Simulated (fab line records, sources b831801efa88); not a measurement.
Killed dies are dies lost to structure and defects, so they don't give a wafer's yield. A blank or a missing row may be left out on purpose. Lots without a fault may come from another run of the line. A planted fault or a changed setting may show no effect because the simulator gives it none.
One fault seen from 2 desks | flow sky130 | each desk has only its own numbers; what lay behind them comes last

THE METROLOGY DESK
What the gauges read, lot by lot, whatever tool the lot ran on: means of the sampled wafers that have a number. A lot is out of limits, marked OUT, if its mean lies more than 4 standard deviations from the usual mean; the brackets give that distance.
Columns: A = VIA2_HDPCVD_THK at SKY_VIA2_THK_MEAS_01, usual 1177 nm; B = VIA3_BOW at SKY_VIA3_BOW_MEAS_03, usual 78 um
lot  | first seen here | A    | B
L265 | day 34 18:02    | 1169 | 78
L266 | day 35 11:28    | 1171 | 72
L267 | day 36 02:52    | 1166 | 71
L268 | day 36 08:37    | 1171 | 80
L270 | day 36 20:47    | 1189 | 88
L271 | day 37 07:59    | 1200 | 85
L272 | day 37 15:20    | 1177 | 68
L273 | day 37 21:49    | 1185 | 83
L276 | day 38 19:52    | 1186 | 76
L284 | day 41 18:53    | 1178 | 72
L285 | day 41 20:19    | 1182 | 79
L286 | day 41 21:46    | 1180 | 86
L288 | day 42 07:46    | 1187 | 82
This desk's finding: nothing out of limits on any of the 13 lots.

THE TOOL OWNER'S DESK: rie_diel-02
The tool's own readings at SKY_VIA3_ETCH_14 (etches BARC in N2/H2, stops on SiO2, time 45.9 s, target depth 60 nm): means of the sampled wafers that have a number, for each lot that ran on this tool. A lot is out of limits, marked OUT, if its mean lies more than 4 standard deviations from the usual mean; the brackets give that distance.
Columns: A = drypump_motor_current_A at SKY_VIA3_ETCH_14, usual 5.8 A; B = h2_flow_sccm at SKY_VIA3_ETCH_14, usual 199.9 sccm; C = oes_product_au at SKY_VIA3_ETCH_14, usual 0.854 a.u.; D = run_length_s at SKY_VIA3_ETCH_14, usual 74.1 s; E = throttle_valve_pct at SKY_VIA3_ETCH_14, usual 13.226 %
lot  | first seen here | A   | B     | C               | D              | E
L268 | day 40 18:14    | 6.2 | 200.4 | 0.850           | 74.0           | 13.232
L273 | day 42 04:20    | 6.0 | 199.6 | 0.855           | 73.8           | 13.224
L276 | day 43 01:08    | 6.3 | 200.2 | 0.996 (+28) OUT | 51.3 (-54) OUT | 13.229
This desk's finding: out of limits on L276; first on L276, day 43 01:08 (oes_product_au at SKY_VIA3_ETCH_14). In limits: L268, L273.

PUT TOGETHER
The tool owner's desk could have raised an alarm at day 43 01:08, on L276.
The metrology desk saw nothing out of limits.
The metrology desk has L276 on record, within its limits.
Of the lots named, all ran SKY_VIA3_ETCH_14 on rie_diel-02.

WHAT THE SIMULATOR HAD PUT IN
Process parameter drift: rie_diel-02, from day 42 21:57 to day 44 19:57, at SKY_VIA3_ETCH_14. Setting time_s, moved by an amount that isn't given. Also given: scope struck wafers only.
Lots struck among those shown: L276.
Hours from the fault's start to each desk's first reading out of limits: the tool owner's desk, 3.
